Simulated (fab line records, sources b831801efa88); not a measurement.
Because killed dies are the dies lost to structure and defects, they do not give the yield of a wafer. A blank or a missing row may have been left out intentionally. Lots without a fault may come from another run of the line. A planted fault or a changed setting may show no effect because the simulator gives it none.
A lot that was struck, set against a sound lot + flow sky130 + 24 out of 708 route steps
Sound: the wafers L275.1, L275.2, L275.5. Struck: wafers L286.1, L286.2, L286.4. The cause comes at the end.
Per side, at each step with rows, come the tool, then ch with its chambers, and then its first start. Under that, the readings that differ: sound wafers + struck wafers + difference of the means + sigmas: that difference in standard deviations of wafers without a fault.
alike: same words and numbers on both sides, and readings whose means sit less than 2 such deviations apart. not compared: any withheld reading, any reading some wafer has no value for, any bound like >300 that may hide the same value, and any number with overlapping values for which the record gives no deviation.
Wherever a step has rows on one side only, a row that says differs or no value, or a row with sigmas, the two part there. When numbers do not overlap yet have no deviation, they are printed without sigmas and do not part them. A reading that every wafer of one side lacks parts them only if that side has two wafers or more.

first, 4 steps without rows for these wafers: SKY_CAP2M_SOFTBAKE_08 (time 60 s); SKY_CAP2M_EXPOSE_09 (exposes mask CAP2M, target cd 1000 nm); SKY_CAP2M_PEB_10; SKY_CAP2M_DEVELOP_11 (develop time 60 s).
SKY_CAP2M_OVL_MEAS_12:
  sound: overlay-01 at day 41 05:29; struck: overlay-02 at day 44 04:49
| reading        | sound          | struck        | difference | sigmas |
|----------------|----------------|---------------|------------|--------|
| CAP2M_OVL (nm) | -3.1 -1.6 -3.2 | -1.4 -0.1 0.9 | +2.4       | +2     |
SKY_CAP2M_METAL_ETCH_13: etches TiN in Cl2/BCl3, stops on SiO2, target depth 220 nm, time 62.9 s.
  sound on rie_metal-02 ch 0,1, day 41 05:31; struck on rie_metal-03 ch 0,1, day 44 04:52
| reading                | sound                | struck               | difference | sigmas |
|------------------------|----------------------|----------------------|------------|--------|
| oes_product_au (a.u.)  | 0.950 0.959 0.946    | 0.935 0.941 0.933    | -0.015     | -2     |
| throttle_valve_pct (%) | 21.886 21.896 21.904 | 21.924 21.911 21.908 | +0.019     | +2     |
  alike: drypump_motor_current_A
  not compared: rf_hours_counter_h
SKY_CAP2M_STRIP_14: strips in O2/N2.
  sound on plasma_asher-04 ch 0,1, day 41 05:35; struck on plasma_asher-01 ch 0,1, day 44 04:56
  alike: drypump_motor_current_A, n2_flow_sccm, oes_product_au, strip_time_to_endpoint_s
  not compared: rf_hours_counter_h
then, 5 steps without rows for these wafers: SKY_CAP2M_STRIP_15 (strips in post etch residue remover, time 1200 s); SKY_CAP2M_CLEAN_16 (cleans in IPA, time 180 s); SKY_CAP2M_CLEAN_17 (cleans in O3/DIW); SKY_METAL4_DEHYDRATE_05 (time 60 s); SKY_METAL4_HMDS_06 (prime time 60 s).
SKY_METAL4_COAT_07: resist thk 60 nm.
  sound on litho_track-04 ch 0, day 41 19:41; struck on litho_track-04 ch 0, day 44 17:08
| reading              | sound                | struck               | difference | sigmas |
|----------------------|----------------------|----------------------|------------|--------|
| spin_speed_rpm (rpm) | 2999.3 3001.6 2999.5 | 2937.5 2937.9 2937.7 | -62.4      | -37    |
  alike: exhaust_pa
then, 5 steps without rows for these wafers: SKY_METAL4_COAT_08 (resist thk 1140 nm); SKY_METAL4_SOFTBAKE_09 (time 90 s); SKY_METAL4_EXPOSE_10 (exposes mask MM4, target cd 300 nm); SKY_METAL4_PEB_11; SKY_METAL4_DEVELOP_12 (develop time 60 s).
SKY_METAL4_CD_MEAS_13 targets a cd of 300 nm.
  sound: cd_sem-01 at day 42 06:33; struck: cd_sem-02 at day 45 03:44
| reading    | sound             | struck            | difference | sigmas |
|------------|-------------------|-------------------|------------|--------|
| cd_nm (nm) | 297.4 296.2 296.6 | 299.6 299.8 300.7 | +3.3       | +2     |
SKY_METAL4_OVL_MEAS_14:
  sound: overlay-01 at day 42 06:40; struck: overlay-01 at day 45 03:52
  alike: METAL4_OVL
SKY_METAL4_DESCUM_15: chemistry O2, time 8 s.
  sound on rie_metal-03 ch 0,1, day 42 06:43; struck on rie_metal-03 ch 0,1, day 45 03:54
  alike: drypump_motor_current_A, oes_product_au
  not compared: rf_hours_counter_h
SKY_METAL4_ETCH_16: etches BARC in N2/H2, stops on SiO2, time 88.2 s, target depth 60 nm.
  sound on rie_metal-03 ch 0,1, day 42 06:44; struck on rie_metal-03 ch 0,1, day 45 03:56
| reading                  | sound            | struck            | difference | sigmas |
|--------------------------|------------------|-------------------|------------|--------|
| model.etch.depth_nm (nm) | 59.86 59.69 59.8 | 60.45 60.58 60.46 | +0.71      |        |
  alike: drypump_motor_current_A, n2_flow_sccm, oes_product_au, throttle_valve_pct
  not compared: rf_hours_counter_h
SKY_METAL4_ETCH_17: etches SiO2 in C4F8/O2/Ar, stops on TiN, time 3.9 s, target depth 15 nm.
  sound on rie_diel-02 ch 0,3, day 42 06:50; struck on rie_diel-03 ch 0,2,3, day 45 04:02
  alike: oes_product_au
  not compared: rf_hours_counter_h
-- the record jumps here: 4 days lie between the struck wafers' starts before and after (it left off in module METAL4 and takes up again in module PAD_OPEN, whose first step shown is number 708 of the route) --
SKY_PAD_OPEN_PROBE_99:
  record: rows for the struck wafers here (prober-02, day 48 18:01), none for the sound ones

WHERE THEY PART
Last at SKY_PAD_OPEN_PROBE_99 as far as this record goes, first at SKY_CAP2M_OVL_MEAS_12.

WHY: whatever the simulator had introduced
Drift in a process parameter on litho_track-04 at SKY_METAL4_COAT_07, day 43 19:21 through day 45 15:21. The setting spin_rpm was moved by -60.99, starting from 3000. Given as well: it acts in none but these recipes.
